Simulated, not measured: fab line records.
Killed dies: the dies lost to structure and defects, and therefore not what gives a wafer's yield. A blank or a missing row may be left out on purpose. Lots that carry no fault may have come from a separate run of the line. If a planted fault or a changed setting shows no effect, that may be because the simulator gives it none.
A single fault, viewed from 2 desks | flow sky130 | what lay behind the numbers comes last; until then each desk has only its own

## AT THE TOOL OWNER'S DESK: litho track-03
Per lot that ran on this tool, the mean of the sampled wafers carrying a number, from the tool's own readings at SKY_METAL2_SOFTBAKE_11 (time 90 s). A lot is out of limits, marked OUT, if its mean lies more than 4 standard deviations from the usual mean; the brackets give that distance.
Columns: A = run length s at SKY_METAL2_SOFTBAKE_11, usual 119.26 s
lot  | first seen here | A
L373 | day 36 03:00    | 119.46
L378 | day 37 11:00    | 119.46
L388 | day 40 18:00    | 125.00 (+38) OUT
L389 | day 40 22:00    | 122.19 (+20) OUT
This desk finds L388, L389 out of limits, L388 being first, at day 40 18:00 (run length s at SKY_METAL2_SOFTBAKE_11). L373, L378: within limits.

## FROM THE METROLOGY DESK
What the gauges read for every lot (on any tool): the sampled wafers with a number, averaged. A lot is out of limits, marked OUT, if its mean lies more than 4 standard deviations from the usual mean; the brackets give that distance.
Columns: A = cd nm at SKY_VIA1_CD_MEAS_12, usual 149.9 nm
lot  | first seen here | A
L371 | day 34 12:55    | 150.1
L372 | day 35 11:18    | 144.7
L373 | day 35 13:14    | 145.9
L374 | day 35 16:01    | 147.1
L376 | day 36 05:16    | 150.1
L377 | day 36 09:22    | 150.4
L378 | day 36 21:17    | 147.6
L380 | day 37 11:56    | 151.0
L381 | day 38 02:28    | 152.3
L383 | day 38 07:13    | 151.9
L388 | day 40 04:28    | 149.7
L389 | day 40 08:19    | 149.4
This desk's verdict: no lot among the 12 shows anything out of limits.

## PUT TOGETHER
An alarm could have come from the tool owner's desk at day 40 18:00, on L388, L389.
At the metrology desk, nothing out of limits was observed.
The metrology desk holds a record of L388, L389, inside its limits.
The lots listed all ran SKY_METAL2_SOFTBAKE_11 on litho track-03.

## WHAT HAD BEEN PUT IN BY THE SIMULATOR
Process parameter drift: litho track-03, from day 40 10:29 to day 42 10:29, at SKY_METAL2_SOFTBAKE_11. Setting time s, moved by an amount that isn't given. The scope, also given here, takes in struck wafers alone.
Struck lots among those shown: L388, L389.
Each desk's first reading out of limits, in hours after the fault started: the tool owner's desk, 8.
